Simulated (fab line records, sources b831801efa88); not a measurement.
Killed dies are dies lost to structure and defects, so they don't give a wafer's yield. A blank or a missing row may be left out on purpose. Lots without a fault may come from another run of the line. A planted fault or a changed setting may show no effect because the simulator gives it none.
fab line records | flow sky130
record lots=6 wafers=18 last_day=49
route steps=708 shown LDD_HVN@274 LDD_HVP@278 LDD_LDN@289 PAD_OPEN@708
lots that met no fault: from a run of the same line without faults
start_h: hours from the record's first day to the start of the lot's first wafer shown | wait_h: hours since the lot's step before | " the same as in the row above | L1.1+2: a row that stands for several wafers | - no value, or no start given | * or withheld: withheld | < > ~ a bound
route shown NAME@n: a module of which the file shows steps, and the number in the route of the first | usual: mean/standard deviation of fault-free wafers | same: alike in all rows | chamber/n: place in a boat | sites: the reading at each site | _std_site: their standard deviation | _edge_site: outer sites' mean less inner sites' | radius_mm: how far each site lies from the wafer's centre | mask NAME#n: copy n | behind: the tool/chamber that last shaped the wafer | hold: why the lot was held/for how many hours/how that ended | device: the transistor (n, p or np) that didn't switch | end of line: the same wafers' tests at the end of the route | a step without rows: its recipe alone | killed: dies lost to structure and defects at the first sort, not the wafer's yield | map: a wafer's dies, x killed, . not, _ none there
set.NAME: the setting as run; set.NAME@STEP: as run at that earlier step | model.NAME: the simulator's own value behind a step, which no gauge read
lots at some steps of the route; a table a step, a row a wafer
services: from which hour (start_h, from the record's first day; less than 0 if before it) a tool's chamber was out of use, for how many hours, and why
## steps
# step SKY_LDD_HVN_OVL_MEAS_07
# usual LDD_HVN_OVL=0.4/1.1
# columns lot.wafer tool chamber start_h wait_h LDD_HVN_OVL[nm]
L274.2 overlay-01 - 457.03 0.1 -0.4
L274.3 " - " " 0.0
L274.4 " - " " -0.1
L281.1 overlay-01 - 540.16 0.1 1.0
L281.2 " - " " 0.5
L281.3 " - " " 1.6
L283.1 overlay-02 - 547.96 0.1 -0.1
L283.3 " - " " 1.4
L283.6 " - " " 0.0
L290.1 overlay-02 - 613.81 0.1 -2.2
L290.2 " - " " -1.5
L290.4 " - " " -1.1
L292.1 overlay-01 - 622.81 0.1 -0.2
L292.5 " - " " -0.2
L292.6 " - " " 1.4
L295.1 overlay-01 - 641.31 0.1 0.6
L295.3 " - " " 1.3
L295.5 " - " " 0.9
# step SKY_LDD_HVN_IMPLANT_08
# recipe species=P energy_kev=60 dose_cm2=3e+13 tilt_deg=40
# step SKY_LDD_HVN_STRIP_09
# recipe chemistry=O2/N2 power_w=1400 pressure_mtorr=1500 platen_temp_c=withheld o2_flow_sccm=3000 n2_flow_sccm=300 overash_fraction=0.5
# usual drypump_motor_current_A=5.9/0.6 oes_product_au=0.409/0.0049 strip_time_to_endpoint_s=4.134/0.017
# columns lot.wafer tool chamber start_h wait_h drypump_motor_current_A oes_product_au rf_hours_counter_h strip_time_to_endpoint_s
L274.2 plasma_asher-02 0 457.21 0.1 5.7 0.414 3 4.180
L274.3 " 1 " " 5.7 0.408 - 4.144
L274.4 " 0 " " 5.7 0.412 - 4.175
L281.1 plasma_asher-03 1 540.35 0.1 5.9 0.410 85 4.117
L281.2 " 0 " " 4.9 0.412 85 4.135
L281.3 " 0 " " 4.9 0.405 - 4.136
L283.1 plasma_asher-02 0 548.15 0.1 5.7 0.413 12 4.144
L283.3 " 1 " " 5.7 0.408 - 4.160
L283.6 " 1 " " 5.7 0.398 - 4.137
L290.1 plasma_asher-03 1 614.00 0.1 6.0 0.407 91 4.143
L290.2 " 0 " " 4.9 0.408 91 4.119
L290.4 " 0 " " 4.9 0.412 - 4.120
L292.1 plasma_asher-04 1 623.00 0.1 6.6 0.407 80 4.112
L292.5 " 0 " " 6.6 0.406 - 4.118
L292.6 " 1 " " 6.7 0.405 - 4.117
L295.1 plasma_asher-03 0 641.50 0.1 4.9 0.408 93 4.130
L295.3 " 0 " " 4.9 0.414 - 4.156
L295.5 " 1 " " 6.0 0.410 - 4.136
# step SKY_LDD_HVN_TW_MEAS_10
# usual LDD_HVN_TW=1428/17
# columns lot.wafer tool chamber start_h wait_h LDD_HVN_TW
L274.2 film_metro-01 - 457.32 0.1 1438
L274.3 " - " " 1431
L274.4 " - " " 1433
L281.1 film_metro-03 - 540.45 0.1 1407
L281.2 " - " " 1415
L281.3 " - " " 1408
L283.1 film_metro-01 - 548.25 0.1 1435
L283.3 " - " " 1426
L283.6 " - " " 1425
L290.1 film_metro-03 - 614.10 0.1 1402
L290.2 " - " " 1417
L290.4 " - " " 1402
L292.1 film_metro-01 - 623.10 0.1 1443
L292.5 " - " " 1443
L292.6 " - " " 1444
L295.1 film_metro-02 - 641.60 0.1 1449
L295.3 " - " " 1448
L295.5 " - " " 1449
# step SKY_LDD_HVP_DEHYDRATE_00
# recipe temp_c=200 time_s=60
# step SKY_LDD_HVP_HMDS_01
# recipe prime_time_s=60 prime_temp_c=120
# step SKY_LDD_HVP_COAT_02
# recipe resist=NOVOLAK spin_rpm=3000 resist_thk_nm=300
# step SKY_LDD_HVP_SOFTBAKE_03
# recipe temp_c=90 time_s=60 resist=NOVOLAK
# step SKY_LDD_HVP_EXPOSE_04
# recipe mask_id=HVPTM na=0.6 source_shape=conventional sigma_outer=0.6 polarization=unpolarized target_cd_nm=700 dose_mj=86
# step SKY_LDD_HVP_PEB_05
# recipe temp_c=withheld time_s=* resist=NOVOLAK
# step SKY_LDD_HVP_DEVELOP_06
# recipe resist=NOVOLAK developer=TMAH develop_time_s=60 dev_temp_c=23
# step SKY_LDD_HVP_OVL_MEAS_07
# usual LDD_HVP_OVL=0.4/1.1
# columns lot.wafer tool chamber start_h wait_h LDD_HVP_OVL[nm]
L274.2 overlay-02 - 486.77 0.1 0.0
L274.3 " - " " 0.1
L274.4 " - " " 0.8
L281.1 overlay-01 - 570.16 0.1 1.7
L281.2 " - " " 0.6
L281.3 " - " " 0.1
L283.1 overlay-02 - 578.21 0.1 0.9
L283.3 " - " " 0.3
L283.6 " - " " 0.1
L290.1 overlay-02 - 642.56 0.1 1.2
L290.2 " - " " -0.4
L290.4 " - " " 0.4
L292.1 overlay-01 - 651.36 0.1 -1.2
L292.5 " - " " -0.4
L292.6 " - " " -2.2
L295.1 overlay-02 - 670.16 0.1 -0.9
L295.3 " - " " 0.2
L295.5 " - " " -0.1
# step SKY_LDD_HVP_IMPLANT_08
# recipe species=B energy_kev=20 dose_cm2=1.7e+13 tilt_deg=17.9
# usual tilt_deg=17.897/0.021
# columns lot.wafer tool chamber start_h wait_h tilt_deg
L274.2 implanter-04 0 486.82 0.0 17.873
L274.3 " 0 " " 17.901
L274.4 " 0 " " 17.891
L281.1 implanter-03 0 570.19 0.0 0.021
L281.2 " 0 " " 0.019
L281.3 " 0 " " 0.017
L283.1 implanter-03 0 578.24 0.0 0.008
L283.3 " 0 " " -0.009
L283.6 " 0 " " 0.042
L290.1 implanter-01 0 642.60 0.0 17.910
L290.2 " 0 " " 17.923
L290.4 " 0 " " 17.909
L292.1 implanter-03 0 651.40 0.0 17.864
L292.5 " 0 " " 17.923
L292.6 " 0 " " 17.857
L295.1 implanter-04 0 670.20 0.0 17.872
L295.3 " 0 " " 17.890
L295.5 " 0 " " 17.895
# step SKY_LDD_HVP_STRIP_09
# recipe chemistry=O2/N2 power_w=1400 pressure_mtorr=1500 platen_temp_c=withheld o2_flow_sccm=3000 n2_flow_sccm=300 overash_fraction=0.5
# usual drypump_motor_current_A=5.8/0.66 oes_product_au=0.408/0.0046 strip_time_to_endpoint_s=4.131/0.016
# columns lot.wafer tool chamber start_h wait_h drypump_motor_current_A oes_product_au rf_hours_counter_h strip_time_to_endpoint_s
L274.2 plasma_asher-02 1 486.95 0.1 5.7 0.408 6 4.131
L274.3 " 1 " " 5.7 0.408 - 4.118
L274.4 " 0 " " 5.7 0.414 - 4.117
L281.1 plasma_asher-02 1 570.34 0.1 5.7 0.405 14 4.163
L281.2 " 0 " " 5.7 0.405 14 4.124
L281.3 " 1 " " 5.6 0.407 - 4.146
L283.1 plasma_asher-04 1 578.39 0.1 6.7 0.405 76 4.160
L283.3 " 1 " " 6.7 0.419 - 4.142
L283.6 " 1 " " 6.7 0.390 - 4.156
L290.1 plasma_asher-01 1 642.75 0.1 6.3 0.402 50 4.127
L290.2 " 0 " " 4.7 0.413 50 4.127
L290.4 " 0 " " 4.7 0.403 - 4.126
L292.1 plasma_asher-04 1 651.55 0.1 6.6 0.404 83 4.111
L292.5 " 1 " " 6.7 0.407 - 4.132
L292.6 " 0 " " 6.6 0.409 - 4.135
L295.1 plasma_asher-04 0 670.35 0.1 6.6 0.406 85 4.172
L295.3 " 0 " " 6.6 0.415 - 4.131
L295.5 " 0 " " 6.6 0.409 - 4.157
# step SKY_LDD_HVP_TW_MEAS_10
# usual LDD_HVP_TW=453/5.8
# columns lot.wafer tool chamber start_h wait_h LDD_HVP_TW
L274.2 film_metro-03 - 487.06 0.1 444
L274.3 " - " " 445
L274.4 " - " " 446
L281.1 film_metro-01 - 570.44 0.1 406
L281.2 " - " " 408
L281.3 " - " " 409
L283.1 film_metro-01 - 578.49 0.1 410
L283.3 " - " " 406
L283.6 " - " " 407
L290.1 film_metro-03 - 642.85 0.1 443
L290.2 " - " " 445
L290.4 " - " " 443
L292.1 film_metro-03 - 651.65 0.1 451
L292.5 " - " " 450
L292.6 " - " " 447
L295.1 film_metro-04 - 670.45 0.1 461
L295.3 " - " " 460
L295.5 " - " " 463
# step SKY_LDD_LDN_DEHYDRATE_00
# recipe temp_c=200 time_s=60
# step SKY_PAD_OPEN_PROBE_99
# usual killed_at_M0_to_M3=43/6.7 killed_at_M4_up=3.2/1.9 killed_at_contacts=24/5.9 killed_at_front_end=15/4.1 killed_at_other=0.3/0.56 killed_dies=86/9.5 killed_open=47/7.4 killed_short=39/5.5
# same gross_dies=492 killed_at_back_side=0
# columns lot.wafer tool chamber start_h wait_h killed_at_M0_to_M3 killed_at_M4_up killed_at_contacts killed_at_front_end killed_at_other killed_dies killed_open killed_short model.etest.tip_p_5v.rs_ohm_sq
L274.2 prober-01 - 1070.57 0.1 42 3 40 15 0 100 58 42 2907
L274.3 prober-01 - 1070.62 0.2 42 5 28 13 0 88 48 40 2916
L274.4 prober-01 - 1070.67 0.2 49 0 30 7 0 86 47 39 2899
L281.1 prober-01 - 1124.79 0.1 40 2 20 22 1 85 50 35 2702
L281.2 prober-01 - 1124.84 0.1 37 2 20 11 0 70 35 35 2709
L281.3 prober-01 - 1124.89 0.2 41 1 30 20 1 93 48 45 2709
L283.1 prober-01 - 1131.63 0.1 48 4 12 11 0 75 40 35 2691
L283.3 prober-01 - 1131.73 0.2 47 7 22 19 1 96 51 44 2675
L283.6 prober-01 - 1131.88 0.2 32 4 22 18 0 76 42 33 2675
L290.1 prober-01 - 1170.68 0.1 42 4 15 20 1 82 45 37 2869
L290.2 prober-01 - 1170.73 0.1 60 2 22 13 2 99 53 46 2870
L290.4 prober-01 - 1170.83 0.2 49 0 22 18 1 90 49 41 2880
L292.1 prober-01 - 1176.54 0.1 44 5 17 15 0 81 45 36 2879
L292.5 prober-01 - 1176.74 0.2 46 3 32 16 0 97 56 41 2845
L292.6 prober-01 - 1176.79 0.2 46 5 23 16 0 90 51 39 2861
L295.1 prober-02 - 1186.87 0.1 46 1 22 10 0 79 40 39 2834
L295.3 prober-02 - 1186.97 0.2 47 1 22 10 1 81 44 37 2827
L295.5 prober-02 - 1187.07 0.2 46 2 32 12 1 93 48 45 2810
# killed by level:class
L274.2 CONTACT:geometric_particle:open=18 METAL1:geometric_particle:short=8 LI_CONTACT:geometric_particle:open=7 CONTACT:geometric_particle:short=7 VIA1:geometric_particle:open=7 VIA2:geometric_particle:open=6 FIELD_ISO:geometric_particle:open=5 METAL2:geometric_particle:short=5
L274.3 CONTACT:geometric_particle:open=14 VIA2:geometric_particle:open=8 LI_CONTACT:geometric_particle:open=7 VIA1:geometric_particle:short=6 VIA1:geometric_particle:open=6 LI_CONTACT:geometric_particle:short=5 METAL2:geometric_particle:short=5 METAL4:geometric_particle:short=5
L274.4 CONTACT:geometric_particle:open=15 VIA1:geometric_particle:short=9 VIA1:geometric_particle:open=8 VIA2:geometric_particle:open=7 LI_CONTACT:geometric_particle:open=6 VIA3:geometric_particle:open=6 METAL1:geometric_particle:short=5 CONTACT:geometric_particle:short=5
L281.1 VIA1:geometric_particle:open=13 CONTACT:geometric_particle:open=8 VIA1:geometric_particle:short=8 POLY_GATE:geometric_particle:short=6 LI_CONTACT:geometric_particle:open=6 FIELD_ISO:geometric_particle:open=5 FIELD_ISO:geometric_particle:short=5 VIA2:geometric_particle:open=5
L281.2 CONTACT:geometric_particle:open=9 VIA1:geometric_particle:open=9 VIA3:geometric_particle:open=7 VIA1:geometric_particle:short=5 CONTACT:geometric_particle:short=5 METAL1:geometric_particle:short=4 FIELD_ISO:geometric_particle:short=3 POLY_GATE:geometric_particle:short=3
L281.3 LI_CONTACT:geometric_particle:open=12 CONTACT:geometric_particle:open=7 VIA1:geometric_particle:open=7 FIELD_ISO:geometric_particle:short=6 FIELD_ISO:geometric_particle:open=6 METAL2:geometric_particle:short=6 VIA3:geometric_particle:open=5 LI_CONTACT:geometric_particle:short=5
L283.1 VIA1:geometric_particle:open=10 METAL1:geometric_particle:short=8 VIA2:geometric_particle:open=7 METAL2:geometric_particle:short=5 VIA3:geometric_particle:open=5 POLY_GATE:geometric_particle:open=4 LI_CONTACT:geometric_particle:open=4 CONTACT:geometric_particle:open=4
L283.3 VIA2:geometric_particle:open=11 CONTACT:geometric_particle:open=8 FIELD_ISO:geometric_particle:open=7 VIA1:geometric_particle:open=7 METAL1:geometric_particle:short=6 VIA3:geometric_particle:open=6 METAL4:geometric_particle:short=6 LOCAL_INTERCONNECT:geometric_particle:short=5
L283.6 VIA1:geometric_particle:open=9 CONTACT:geometric_particle:open=8 FIELD_ISO:geometric_particle:open=7 LI_CONTACT:geometric_particle:open=5 CONTACT:geometric_particle:short=5 VIA1:geometric_particle:short=4 VIA2:geometric_particle:open=4 METAL3:geometric_particle:short=4
L290.1 VIA1:geometric_particle:open=12 POLY_GATE:geometric_particle:short=7 VIA2:geometric_particle:open=7 CONTACT:geometric_particle:open=6 METAL1:geometric_particle:short=5 CONTACT:geometric_particle:short=5 POLY_GATE:geometric_particle:open=4 VIA1:geometric_particle:short=4
L290.2 VIA1:geometric_particle:open=11 LI_CONTACT:geometric_particle:open=9 VIA3:geometric_particle:open=9 METAL3:geometric_particle:short=9 METAL1:geometric_particle:short=7 CONTACT:geometric_particle:open=6 VIA2:geometric_particle:open=6 VIA1:geometric_particle:short=5
L290.4 VIA2:geometric_particle:open=9 CONTACT:geometric_particle:open=9 POLY_GATE:geometric_particle:short=7 LI_CONTACT:geometric_particle:open=6 METAL1:geometric_particle:short=6 METAL2:geometric_particle:short=6 VIA3:geometric_particle:open=5 VIA1:geometric_particle:open=5
L292.1 VIA1:geometric_particle:open=8 VIA2:geometric_particle:open=8 LI_CONTACT:geometric_particle:open=5 LOCAL_INTERCONNECT:geometric_particle:short=5 VIA1:geometric_particle:short=5 FIELD_ISO:geometric_particle:open=4 CONTACT:geometric_particle:open=4 METAL2:geometric_particle:short=4
L292.5 VIA2:geometric_particle:open=12 CONTACT:geometric_particle:open=10 VIA1:geometric_particle:open=9 LI_CONTACT:geometric_particle:open=8 LOCAL_INTERCONNECT:geometric_particle:short=8 METAL2:geometric_particle:short=5 VIA3:geometric_particle:open=5 FIELD_ISO:geometric_particle:short=4
L292.6 VIA1:geometric_particle:open=12 LI_CONTACT:geometric_particle:open=9 VIA2:geometric_particle:short=7 CONTACT:geometric_particle:open=6 FIELD_ISO:geometric_particle:open=5 VIA3:geometric_particle:open=5 FIELD_ISO:geometric_particle:short=4 VIA1:geometric_particle:short=4
L295.1 VIA2:geometric_particle:short=8 LI_CONTACT:geometric_particle:open=8 METAL1:geometric_particle:short=8 VIA2:geometric_particle:open=7 CONTACT:geometric_particle:open=6 VIA1:geometric_particle:short=5 VIA1:geometric_particle:open=5 VIA3:geometric_particle:open=5
L295.3 VIA1:geometric_particle:open=10 VIA3:geometric_particle:open=10 CONTACT:geometric_particle:open=6 LI_CONTACT:geometric_particle:open=5 METAL1:geometric_particle:short=5 VIA1:geometric_particle:short=5 FIELD_ISO:geometric_particle:short=4 METAL2:geometric_particle:short=4
L295.5 LI_CONTACT:geometric_particle:open=11 METAL1:geometric_particle:short=8 VIA2:geometric_particle:open=8 CONTACT:geometric_particle:short=7 VIA1:geometric_particle:open=7 CONTACT:geometric_particle:open=6 POLY_GATE:geometric_particle:short=5 METAL3:geometric_particle:short=5
## services
# columns tool chamber start_h hours kind
plasma_asher-03 - 435.54 1.8 repair
implanter-04 - 439.68 2.5 pm
plasma_asher-01 - 440.45 2.0 repair
implanter-03 - 442.56 9.2 repair
implanter-04 - 446.28 1.9 repair
implanter-03 - 450.33 2.2 repair
implanter-03 - 479.31 0.7 repair
implanter-04 - 484.10 2.1 repair
implanter-03 - 488.68 3.1 pm
plasma_asher-01 - 490.81 6.3 repair
implanter-04 - 520.60 0.5 repair
plasma_asher-04 - 548.04 1.5 repair
implanter-04 - 559.56 3.3 repair
implanter-04 - 571.35 3.8 repair
plasma_asher-03 - 574.51 13.9 repair
implanter-03 - 596.19 5.4 repair
plasma_asher-04 - 600.74 2.0 repair
implanter-04 - 603.03 13.8 pm
implanter-04 - 621.98 4.0 repair
implanter-03 - 634.52 1.1 repair
plasma_asher-02 - 638.97 0.8 repair
plasma_asher-02 - 644.50 14.6 pm
implanter-04 - 647.69 2.5 repair
implanter-03 - 662.84 0.7 repair
## key
first_sign step=SKY_LDD_HVP_IMPLANT_08 reading=tilt_deg direction=down sigmas=99+ usual=* struck=*
effect step=SKY_LDD_HVP_TW_MEAS_10 reading=LDD_HVP_TW direction=down sigmas=7.8 usual=453 struck=408
model_effect step=SKY_PAD_OPEN_PROBE_99 value=etest.tip_p_5v.rs_ohm_sq without=2868 struck=2694
met_at SKY_LDD_HVP_IMPLANT_08
struck_wafers L281.1,L281.2,L281.3,L283.1,L283.3,L283.6
tester_left_out L281,L283
fault kind=process_parameter_drift tool=implanter-03 chamber=- onset_h=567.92 steps=SKY_LDD_HVP_IMPLANT_08 channel=tilt_deg offset=* shape=step end_h=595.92 acts_in=* stated=*
# tester_left_out: of these lots the tester's yield and bins aren't shown, on N5 and GAA mostly nor the transistor test; their killed dies are dies lost to structure and defects alone, not to doping, threshold or leakage, so they don't give the yield
